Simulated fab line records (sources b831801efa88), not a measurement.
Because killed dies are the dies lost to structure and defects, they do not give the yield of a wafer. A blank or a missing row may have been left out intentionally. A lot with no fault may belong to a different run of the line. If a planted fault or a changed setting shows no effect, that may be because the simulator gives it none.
fab line records + flow sky130
record
- lots=11
- wafers=33
- last-day=49
route steps=708 shown SD_P@331 SD_N@356 LI_CONTACT@375 PAD_OPEN@708
lots untouched by any fault: they come from a run of this same line in which no faults occurred
start-h: hours from the record's first day to the start of the lot's first wafer shown + wait-h: time in hours since the lot's previous step + " repeats the value in the row above + L1.1+2: several wafers, shown together as one row + - no value, or no start was given + * or withheld: withheld + < > ~ a bound
route shown NAME@n: a module of which the file shows steps, and the number in the route of the first + usual: mean/standard deviation of fault-free wafers + same: alike in all rows + chamber/n: place in a boat + sites: readings site by site + _std_site: the values' standard deviation + _edge_site: inner sites' mean taken away from outer sites' mean + radius-mm: how far each site lies from the wafer's centre + mask NAME#n: copy n + behind: the tool/chamber that last shaped the wafer + hold: cause of the lot's hold/its duration in hours/its outcome + device: names the non-switching transistor (n, p or np) + end of line: the same wafers' tests at the end of the route + for a step that has no rows: nothing shown but its recipe + killed: not the wafer's yield, but the dies lost to structure and defects at the first sort + map: per-die view of a wafer (x killed, . not killed, _ where there is no die)
set.NAME: the setting the step ran with; set.NAME@STEP: the setting that earlier step ran with + model.NAME: the simulator's own value behind a step, which no gauge read
a sample of lots followed through the steps of the route, with each step as a table and each wafer as a row
services: a tool's chamber out of use, with start hour (start-h, from the record's first day; less than 0 if before it), hours out, and reason
## steps
# step SKY_SD_P_TW_MEAS_11
# usual
- SD_P_TW=2825/23
| lot.wafer | tool          | chamber | start-h | wait-h | SD_P_TW |
|-----------|---------------|---------|---------|--------|---------|
| L552.1    | film-metro-01 | -       | 610.17  | 0.1    | 2852    |
| L552.2    | "             | -       | "       | "      | 2855    |
| L552.4    | "             | -       | "       | "      | 2836    |
| L558.1    | film-metro-03 | -       | 648.53  | 0.1    | 2856    |
| L558.4    | "             | -       | "       | "      | 2848    |
| L558.5    | "             | -       | "       | "      | 2845    |
| L559.1    | film-metro-01 | -       | 653.51  | 0.1    | 2831    |
| L559.2    | "             | -       | "       | "      | 2829    |
| L559.3    | "             | -       | "       | "      | 2844    |
| L560.2    | film-metro-01 | -       | 667.02  | 0.1    | 2839    |
| L560.4    | "             | -       | "       | "      | 2842    |
| L560.6    | "             | -       | "       | "      | 2842    |
| L563.1    | film-metro-02 | -       | 689.06  | 0.1    | 2810    |
| L563.3    | "             | -       | "       | "      | 2808    |
| L563.5    | "             | -       | "       | "      | 2804    |
| L565.2    | film-metro-02 | -       | 708.04  | 0.1    | 2802    |
| L565.3    | "             | -       | "       | "      | 2805    |
| L565.5    | "             | -       | "       | "      | 2810    |
| L567.1    | film-metro-01 | -       | 718.06  | 0.1    | 2847    |
| L567.3    | "             | -       | "       | "      | 2845    |
| L567.6    | "             | -       | "       | "      | 2829    |
| L568.2    | film-metro-01 | -       | 719.82  | 0.1    | 2835    |
| L568.4    | "             | -       | "       | "      | 2829    |
| L568.5    | "             | -       | "       | "      | 2843    |
| L569.1    | film-metro-03 | -       | 726.58  | 0.1    | 2852    |
| L569.2    | "             | -       | "       | "      | 2841    |
| L569.4    | "             | -       | "       | "      | 2834    |
| L570.1    | film-metro-01 | -       | 733.42  | 0.1    | 2854    |
| L570.2    | "             | -       | "       | "      | 2826    |
| L570.3    | "             | -       | "       | "      | 2828    |
| L572.2    | film-metro-03 | -       | 750.03  | 0.1    | 2855    |
| L572.5    | "             | -       | "       | "      | 2859    |
| L572.6    | "             | -       | "       | "      | 2852    |
# step SKY_SD_N_RTA_14
# recipe
- temp-c=1075
- time-s=2
- idle-temp-c=650
- ramp-up-c-per-s=150
- ramp-down-c-per-s=90
- ambient=N2
# usual
- lamp-power-pct=15.74/0.052
- ramp-up-c-per-s=150.00/0.028
- wafer_temp_C_max=1077.8/1.2
| lot.wafer | tool          | chamber | start-h | wait-h | lamp-power-pct | ramp-up-c-per-s | wafer_temp_C_max |
|-----------|---------------|---------|---------|--------|----------------|-----------------|------------------|
| L552.1    | rtp-anneal-01 | 0       | 667.39  | 0.0    | 15.74          | 149.96          | 1076.5           |
| L552.2    | "             | 0       | "       | "      | 15.82          | 149.97          | 1078.0           |
| L552.4    | "             | 0       | "       | "      | 15.79          | 149.96          | 1077.9           |
| L558.1    | rtp-anneal-01 | 0       | 705.14  | 0.0    | 15.72          | 150.03          | 1078.2           |
| L558.4    | "             | 0       | "       | "      | 15.73          | 149.97          | 1077.6           |
| L558.5    | "             | 0       | "       | "      | 15.76          | 150.00          | 1077.7           |
| L559.1    | rtp-anneal-02 | 0       | 709.43  | 0.0    | 15.75          | 150.01          | 1078.4           |
| L559.2    | "             | 0       | "       | "      | 15.74          | 149.96          | 1077.3           |
| L559.3    | "             | 0       | "       | "      | 15.80          | 149.99          | 1078.6           |
| L560.2    | rtp-anneal-01 | 0       | 723.87  | 0.0    | 15.70          | 149.96          | 1076.7           |
| L560.4    | "             | 0       | "       | "      | 15.73          | 150.02          | 1078.3           |
| L560.6    | "             | 0       | "       | "      | 15.74          | 150.02          | 1078.2           |
| L563.1    | rtp-anneal-02 | 0       | 744.57  | 0.0    | 15.78          | 150.02          | 1077.2           |
| L563.3    | "             | 0       | "       | "      | 15.68          | 150.00          | 1075.1           |
| L563.5    | "             | 0       | "       | "      | 15.70          | 150.03          | 1076.9           |
| L565.2    | rtp-anneal-02 | 0       | 764.24  | 0.0    | 15.76          | 150.02          | 1077.7           |
| L565.3    | "             | 0       | "       | "      | 15.73          | 149.98          | 1077.3           |
| L565.5    | "             | 0       | "       | "      | 15.76          | 149.99          | 1077.2           |
| L567.1    | rtp-anneal-02 | 0       | 773.69  | 0.0    | 15.64          | 150.03          | 1077.3           |
| L567.3    | "             | 0       | "       | "      | 15.84          | 149.98          | 1077.6           |
| L567.6    | "             | 0       | "       | "      | 15.79          | 150.01          | 1077.3           |
| L568.2    | rtp-anneal-01 | 0       | 775.55  | 0.0    | 15.81          | 150.04          | 1086.5           |
| L568.4    | "             | 0       | "       | "      | 15.92          | 150.01          | 1085.4           |
| L568.5    | "             | 0       | "       | "      | 15.72          | 150.02          | 1086.7           |
| L569.1    | rtp-anneal-02 | 0       | 781.02  | 0.0    | 15.75          | 149.99          | 1076.8           |
| L569.2    | "             | 0       | "       | "      | 15.77          | 150.04          | 1077.2           |
| L569.4    | "             | 0       | "       | "      | 15.66          | 149.99          | 1078.9           |
| L570.1    | rtp-anneal-01 | 0       | 787.83  | 0.0    | 15.80          | 150.02          | 1087.5           |
| L570.2    | "             | 0       | "       | "      | 15.86          | 150.04          | 1088.0           |
| L570.3    | "             | 0       | "       | "      | 15.80          | 150.05          | 1087.0           |
| L572.2    | rtp-anneal-01 | 0       | 804.35  | 0.0    | 15.79          | 150.05          | 1087.8           |
| L572.5    | "             | 0       | "       | "      | 15.77          | 150.04          | 1085.8           |
| L572.6    | "             | 0       | "       | "      | 15.86          | 150.01          | 1089.4           |
# step SKY_SD_N_RS_MEAS_16
# recipe
- thk-meas-gauge=four-point-probe
# usual
- SD_N_RS=68.56/0.081
| lot.wafer | tool          | chamber | start-h | wait-h | hold                     | SD_N_RS[ohm/sq] |
|-----------|---------------|---------|---------|--------|--------------------------|-----------------|
| L552.1    | film-metro-01 | -       | 667.57  | 0.1    | -                        | 68.68           |
| L552.2    | "             | -       | "       | "      | -                        | 68.59           |
| L552.4    | "             | -       | "       | "      | -                        | 68.61           |
| L558.1    | film-metro-01 | -       | 705.32  | 0.1    | -                        | 68.51           |
| L558.4    | "             | -       | "       | "      | -                        | 68.58           |
| L558.5    | "             | -       | "       | "      | -                        | 68.54           |
| L559.1    | film-metro-02 | -       | 709.61  | 0.1    | -                        | 68.50           |
| L559.2    | "             | -       | "       | "      | -                        | 68.38           |
| L559.3    | "             | -       | "       | "      | -                        | 68.53           |
| L560.2    | film-metro-02 | -       | 724.06  | 0.1    | -                        | 68.33           |
| L560.4    | "             | -       | "       | "      | -                        | 68.53           |
| L560.6    | "             | -       | "       | "      | -                        | 68.51           |
| L563.1    | film-metro-02 | -       | 744.74  | 0.1    | -                        | 68.53           |
| L563.3    | "             | -       | "       | "      | -                        | 68.53           |
| L563.5    | "             | -       | "       | "      | -                        | 68.50           |
| L565.2    | film-metro-01 | -       | 764.42  | 0.1    | -                        | 68.73           |
| L565.3    | "             | -       | "       | "      | -                        | 68.57           |
| L565.5    | "             | -       | "       | "      | -                        | 68.70           |
| L567.1    | film-metro-01 | -       | 773.87  | 0.1    | -                        | 68.62           |
| L567.3    | "             | -       | "       | "      | -                        | 68.58           |
| L567.6    | "             | -       | "       | "      | -                        | 68.63           |
| L568.2    | film-metro-03 | -       | 775.74  | 0.1    | await-dispo/0.2h/release | 67.10           |
| L568.4    | "             | -       | "       | "      | await-dispo/0.2h/release | 67.12           |
| L568.5    | "             | -       | "       | "      | await-dispo/0.2h/release | 66.83           |
| L568.2    | film-metro-03 | -       | 776.10  | 0.3    | -                        | 66.96           |
| L568.4    | "             | -       | "       | "      | -                        | 67.01           |
| L568.5    | "             | -       | "       | "      | -                        | 66.94           |
| L569.1    | film-metro-02 | -       | 781.19  | 0.1    | -                        | 68.69           |
| L569.2    | "             | -       | "       | "      | -                        | 68.50           |
| L569.4    | "             | -       | "       | "      | -                        | 68.72           |
| L570.1    | film-metro-01 | -       | 788.00  | 0.1    | await-dispo/0.2h/release | 66.87           |
| L570.2    | "             | -       | "       | "      | await-dispo/0.2h/release | 67.02           |
| L570.3    | "             | -       | "       | "      | await-dispo/0.2h/release | 67.09           |
| L570.1    | film-metro-01 | -       | 788.36  | 0.3    | -                        | 66.99           |
| L570.2    | "             | -       | "       | "      | -                        | 67.21           |
| L570.3    | "             | -       | "       | "      | -                        | 66.90           |
| L572.2    | film-metro-01 | -       | 804.54  | 0.1    | await-dispo/0.2h/release | 67.10           |
| L572.5    | "             | -       | "       | "      | await-dispo/0.2h/release | 66.92           |
| L572.6    | "             | -       | "       | "      | await-dispo/0.2h/release | 66.93           |
| L572.2    | film-metro-01 | -       | 804.90  | 0.3    | -                        | 67.07           |
| L572.5    | "             | -       | "       | "      | -                        | 67.05           |
| L572.6    | "             | -       | "       | "      | -                        | 67.00           |
# step SKY_SD_N_RS_MEAS_17
# recipe
- thk-meas-gauge=four-point-probe
# usual
- SD_P_RS=147.1/0.35
| lot.wafer | tool          | chamber | start-h | wait-h | hold                     | SD_P_RS[ohm/sq] |
|-----------|---------------|---------|---------|--------|--------------------------|-----------------|
| L552.1    | film-metro-01 | -       | 667.69  | 0.1    | -                        | 147.5           |
| L552.2    | "             | -       | "       | "      | -                        | 146.9           |
| L552.4    | "             | -       | "       | "      | -                        | 146.9           |
| L558.1    | film-metro-01 | -       | 705.44  | 0.1    | -                        | 146.8           |
| L558.4    | "             | -       | "       | "      | -                        | 147.0           |
| L558.5    | "             | -       | "       | "      | -                        | 146.7           |
| L559.1    | film-metro-02 | -       | 709.73  | 0.1    | -                        | 147.1           |
| L559.2    | "             | -       | "       | "      | -                        | 147.1           |
| L559.3    | "             | -       | "       | "      | -                        | 147.2           |
| L560.2    | film-metro-02 | -       | 724.18  | 0.1    | -                        | 146.2           |
| L560.4    | "             | -       | "       | "      | -                        | 146.2           |
| L560.6    | "             | -       | "       | "      | -                        | 146.4           |
| L563.1    | film-metro-02 | -       | 744.86  | 0.1    | -                        | 146.8           |
| L563.3    | "             | -       | "       | "      | -                        | 147.0           |
| L563.5    | "             | -       | "       | "      | -                        | 146.8           |
| L565.2    | film-metro-01 | -       | 764.54  | 0.1    | -                        | 147.5           |
| L565.3    | "             | -       | "       | "      | -                        | 147.9           |
| L565.5    | "             | -       | "       | "      | -                        | 148.1           |
| L567.1    | film-metro-01 | -       | 773.99  | 0.1    | -                        | 147.5           |
| L567.3    | "             | -       | "       | "      | -                        | 147.3           |
| L567.6    | "             | -       | "       | "      | -                        | 147.4           |
| L568.2    | film-metro-03 | -       | 778.00  | 1.9    | await-dispo/0.2h/release | 139.2           |
| L568.4    | "             | -       | "       | "      | await-dispo/0.2h/release | 139.4           |
| L568.5    | "             | -       | "       | "      | await-dispo/0.2h/release | 139.2           |
| L568.2    | film-metro-03 | -       | 778.29  | 0.3    | -                        | 139.3           |
| L568.4    | "             | -       | "       | "      | -                        | 139.0           |
| L568.5    | "             | -       | "       | "      | -                        | 139.2           |
| L569.1    | film-metro-02 | -       | 781.31  | 0.1    | -                        | 147.4           |
| L569.2    | "             | -       | "       | "      | -                        | 147.4           |
| L569.4    | "             | -       | "       | "      | -                        | 147.4           |
| L570.1    | film-metro-01 | -       | 789.61  | 1.2    | await-dispo/0.2h/release | 139.2           |
| L570.2    | "             | -       | "       | "      | await-dispo/0.2h/release | 139.4           |
| L570.3    | "             | -       | "       | "      | await-dispo/0.2h/release | 139.6           |
| L570.1    | film-metro-01 | -       | 789.89  | 0.3    | -                        | 138.9           |
| L570.2    | "             | -       | "       | "      | -                        | 139.9           |
| L570.3    | "             | -       | "       | "      | -                        | 139.3           |
| L572.2    | film-metro-01 | -       | 806.07  | 1.2    | await-dispo/0.2h/release | 139.4           |
| L572.5    | "             | -       | "       | "      | await-dispo/0.2h/release | 139.2           |
| L572.6    | "             | -       | "       | "      | await-dispo/0.2h/release | 139.3           |
| L572.2    | film-metro-01 | -       | 806.36  | 0.3    | -                        | 139.2           |
| L572.5    | "             | -       | "       | "      | -                        | 138.8           |
| L572.6    | "             | -       | "       | "      | -                        | 139.1           |
# step SKY_LI_CONTACT_OVL_MEAS_13
# usual
- LI_CONTACT_OVL=0/6.6
| lot.wafer | tool       | chamber | start-h | wait-h | LI_CONTACT_OVL[nm] |
|-----------|------------|---------|---------|--------|--------------------|
| L552.1    | overlay-02 | -       | 696.22  | 0.1    | 0                  |
| L552.2    | "          | -       | "       | "      | 0                  |
| L552.4    | "          | -       | "       | "      | -1                 |
| L558.1    | overlay-01 | -       | 734.16  | 0.1    | -5                 |
| L558.4    | "          | -       | "       | "      | 10                 |
| L558.5    | "          | -       | "       | "      | -7                 |
| L559.1    | overlay-01 | -       | 738.63  | 0.1    | 13                 |
| L559.2    | "          | -       | "       | "      | -1                 |
| L559.3    | "          | -       | "       | "      | 0                  |
| L560.2    | overlay-02 | -       | 752.64  | 0.1    | -14                |
| L560.4    | "          | -       | "       | "      | -17                |
| L560.6    | "          | -       | "       | "      | -12                |
| L563.1    | overlay-02 | -       | 773.07  | 0.1    | -5                 |
| L563.3    | "          | -       | "       | "      | -11                |
| L563.5    | "          | -       | "       | "      | -7                 |
| L565.2    | overlay-01 | -       | 792.83  | 0.1    | 6                  |
| L565.3    | "          | -       | "       | "      | 10                 |
| L565.5    | "          | -       | "       | "      | 3                  |
| L567.1    | overlay-01 | -       | 801.52  | 0.1    | -9                 |
| L567.3    | "          | -       | "       | "      | -4                 |
| L567.6    | "          | -       | "       | "      | 0                  |
| L568.2    | overlay-02 | -       | 804.03  | 0.1    | 7                  |
| L568.4    | "          | -       | "       | "      | 1                  |
| L568.5    | "          | -       | "       | "      | 2                  |
| L569.1    | overlay-02 | -       | 808.93  | 0.1    | -4                 |
| L569.2    | "          | -       | "       | "      | -5                 |
| L569.4    | "          | -       | "       | "      | 0                  |
| L570.1    | overlay-01 | -       | 815.33  | 0.1    | 10                 |
| L570.2    | "          | -       | "       | "      | 8                  |
| L570.3    | "          | -       | "       | "      | 8                  |
| L572.2    | overlay-02 | -       | 832.32  | 0.1    | 12                 |
| L572.5    | "          | -       | "       | "      | 5                  |
| L572.6    | "          | -       | "       | "      | 7                  |
# step SKY_LI_CONTACT_SPUTTER_19
# recipe
- material=Ti
- target-thk-nm=20
- chamber-pressure-pa=5
- power-w=2500
- substrate-temp-c=200
- time-s=106.37
# usual
- throttle-valve-pct=30.6/1.4
| lot.wafer | tool           | chamber | start-h | wait-h | throttle-valve-pct |
|-----------|----------------|---------|---------|--------|--------------------|
| L552.1    | pvd-sputter-03 | -       | 696.73  | 0.0    | 31.3               |
| L552.2    | "              | -       | "       | "      | 32.9               |
| L552.4    | "              | -       | "       | "      | 29.6               |
| L558.1    | pvd-sputter-02 | -       | 734.66  | 0.0    | 30.3               |
| L558.4    | "              | -       | "       | "      | 31.9               |
| L558.5    | "              | -       | "       | "      | 31.2               |
| L559.1    | pvd-sputter-02 | -       | 739.09  | 0.0    | 31.1               |
| L559.2    | "              | -       | "       | "      | 31.9               |
| L559.3    | "              | -       | "       | "      | 30.6               |
| L560.2    | pvd-sputter-01 | -       | 753.11  | 0.0    | 30.1               |
| L560.4    | "              | -       | "       | "      | 31.2               |
| L560.6    | "              | -       | "       | "      | 30.3               |
| L563.1    | pvd-sputter-02 | -       | 773.56  | 0.0    | 31.4               |
| L563.3    | "              | -       | "       | "      | 29.2               |
| L563.5    | "              | -       | "       | "      | 31.8               |
| L565.2    | pvd-sputter-03 | -       | 793.28  | 0.0    | 29.1               |
| L565.3    | "              | -       | "       | "      | 31.7               |
| L565.5    | "              | -       | "       | "      | 29.7               |
| L567.1    | pvd-sputter-02 | -       | 801.97  | 0.0    | 31.1               |
| L567.3    | "              | -       | "       | "      | 29.0               |
| L567.6    | "              | -       | "       | "      | 31.4               |
| L568.2    | pvd-sputter-01 | -       | 804.48  | 0.0    | 27.6               |
| L568.4    | "              | -       | "       | "      | 31.4               |
| L568.5    | "              | -       | "       | "      | 31.2               |
| L569.1    | pvd-sputter-02 | -       | 809.39  | 0.0    | 32.0               |
| L569.2    | "              | -       | "       | "      | 30.5               |
| L569.4    | "              | -       | "       | "      | 31.2               |
| L570.1    | pvd-sputter-01 | -       | 815.81  | 0.0    | 31.4               |
| L570.2    | "              | -       | "       | "      | 27.9               |
| L570.3    | "              | -       | "       | "      | 30.0               |
| L572.2    | pvd-sputter-02 | -       | 832.79  | 0.0    | 31.5               |
| L572.5    | "              | -       | "       | "      | 31.8               |
| L572.6    | "              | -       | "       | "      | 29.0               |
# step SKY_PAD_OPEN_PROBE_99
# usual
- killed_at_M0_to_M3=43/7.1
- killed_at_M4_up=3.3/2
- killed-at-contacts=24/5.1
- killed-at-front-end=15/4.6
- killed-at-other=0.3/0.6
- killed-dies=86/9.6
- killed-open=46/7.3
- killed-short=39/6.7
# same
- gross-dies=492
- killed-at-back-side=0
| lot.wafer | tool      | chamber | start-h | wait-h | killed_at_M0_to_M3 | killed_at_M4_up | killed-at-contacts | killed-at-front-end | killed-at-other | killed-dies | killed-open | killed-short |
|-----------|-----------|---------|---------|--------|--------------------|-----------------|--------------------|---------------------|-----------------|-------------|-------------|--------------|
| L570.2    | prober-01 | -       | 1177.88 | 0.1    | 44                 | 2               | 27                 | 14                  | 0               | 87          | 61          | 26           |
# killed by level:class
L570.2 CONTACT:geometric-particle:open=12 VIA1:geometric-particle:open=9 LI_CONTACT:geometric-particle:open=9 VIA3:geometric-particle:open=7 VIA2:geometric-particle:open=6 METAL2:geometric-particle:short=6 FIELD_ISO:geometric-particle:open=4 METAL3:geometric-particle:short=4
## services
| tool           | chamber | start-h | hours | kind                   |
|----------------|---------|---------|-------|------------------------|
| pvd-sputter-03 | -       | 670.07  | 5.5   | repair                 |
| pvd-sputter-01 | -       | 689.25  | 0.8   | repair                 |
| pvd-sputter-02 | 2       | 695.12  | -     | consumable-replace:kit |
| pvd-sputter-02 | 2       | 695.12  | 18.0  | scheduled-down         |
| pvd-sputter-02 | 2       | 695.12  | 18.0  | vent-cycle             |
| pvd-sputter-03 | 0       | 707.32  | -     | consumable-replace:kit |
| pvd-sputter-03 | 0       | 707.32  | 18.0  | scheduled-down         |
| pvd-sputter-03 | 0       | 707.32  | 18.0  | vent-cycle             |
| pvd-sputter-01 | 3       | 832.59  | -     | consumable-replace:kit |
| pvd-sputter-01 | 3       | 832.59  | 18.0  | scheduled-down         |
| pvd-sputter-01 | 3       | 832.59  | 18.0  | vent-cycle             |
## key
first-sign
- step=SKY_SD_N_RTA_14
- reading=wafer_temp_C_max
- direction=up
- sigmas=8.1
- usual=*
- struck=*
effect
- step=SKY_SD_N_RTA_14
- reading=lamp-power-pct
- direction=up
- sigmas=1.4
- usual=15.74
- struck=15.82
effect
- step=SKY_SD_N_RS_MEAS_16
- reading=visit
- direction=added
effect
- step=SKY_SD_N_RS_MEAS_16
- reading=SD_N_RS
- direction=down
- sigmas=19
- usual=68.56
- struck=67.00
effect
- step=SKY_SD_N_RS_MEAS_17
- reading=visit
- direction=added
effect
- step=SKY_SD_N_RS_MEAS_17
- reading=SD_P_RS
- direction=down
- sigmas=22
- usual=147.1
- struck=139.3
met-at SKY_SD_N_RTA_14
struck-lots L568,L570,L572
tester-left-out L568,L570,L572
not-acting-at SKY_SD_P_TW_MEAS_11,SKY_LI_CONTACT_OVL_MEAS_13,SKY_LI_CONTACT_SPUTTER_19
onset-between 723.87 775.55
fault
- kind=process-parameter-drift
- tool=rtp-anneal-01
- chamber=-
- onset-h=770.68
- steps=SKY_SD_N_RTA_14
- channel=temp-c
- offset=*
- shape=step
- end-h=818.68
- acts-in=*
- stated=*
# tester-left-out: of these lots the tester's yield and bins aren't shown, on N5 and GAA mostly nor the transistor test; their killed dies are dies lost to structure and defects alone, not to doping, threshold or leakage, so they don't give the yield
